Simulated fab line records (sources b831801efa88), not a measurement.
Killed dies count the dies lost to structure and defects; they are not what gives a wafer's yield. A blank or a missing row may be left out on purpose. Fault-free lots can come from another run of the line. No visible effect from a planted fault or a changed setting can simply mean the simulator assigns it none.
Chamber matching -- flow sky130 -- SKY_CONTACT_HDPCVD_02 on hdpcvd-01 has 3 sister chambers
The step deposits SiO2, target thk 565 nm, time 94.2 s. 16 wafers are shown with their chamber, then 8 later ones without.

== WAFERS WITH THEIR CHAMBER ==
wafer,chamber,susceptor_temp_C (C)
L772.3,2,599.84
L772.4,0,600.22
L772.6,0,600.46
L773.2,1,600.10
L773.4,1,599.85
L773.6,0,599.59
L774.1,2,599.55
L774.2,0,600.42
L774.6,1,599.95
L775.1,1,599.53
L775.2,0,599.94
L775.4,2,600.35
L781.1,0,600.13
L781.5,2,600.39
L781.6,1,599.71
L782.2,1,599.51

SIGNATURES, as means of the wafers listed above
reading,chamber 0,chamber 1,chamber 2,scatter within a chamber
susceptor_temp_C,600.1267,599.7750,600.0325,0.317
Rule: distance of a wafer from a chamber = root of the sum over the readings of ((wafer's reading minus chamber's mean) / reading's scatter) squared. The wafer belongs to the nearest chamber; if the next one is less than 2 further off, it can't be placed. The scatter: take each reading less its chamber's mean, square it, sum over the shown wafers, divide by the number of wafers less the number of chambers, and take the root.

== WAFERS WITH NO CHAMBER GIVEN ==
wafer,susceptor_temp_C (C)
L782.3,599.44
L782.4,599.88
L795.2,600.02
L795.4,599.73
L795.6,600.04
L794.3,599.71
L794.5,600.00
L794.6,599.53

== EACH ONE'S CHAMBER ==
wafer,from the rows above,in truth
L782.3,can't be placed: 1 or 2 or 0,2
L782.4,can't be placed: 1 or 2 or 0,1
L795.2,can't be placed: 2 or 0 or 1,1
L795.4,can't be placed: 1 or 2 or 0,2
L795.6,can't be placed: 2 or 0 or 1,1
L794.3,can't be placed: 1 or 2 or 0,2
L794.5,can't be placed: 2 or 0 or 1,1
L794.6,can't be placed: 1 or 2 or 0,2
Correct placement for 0 of the 8. Cannot be placed on the basis of these rows: 8; the candidates contain the true chamber in 8. Number placed wrongly: 0.
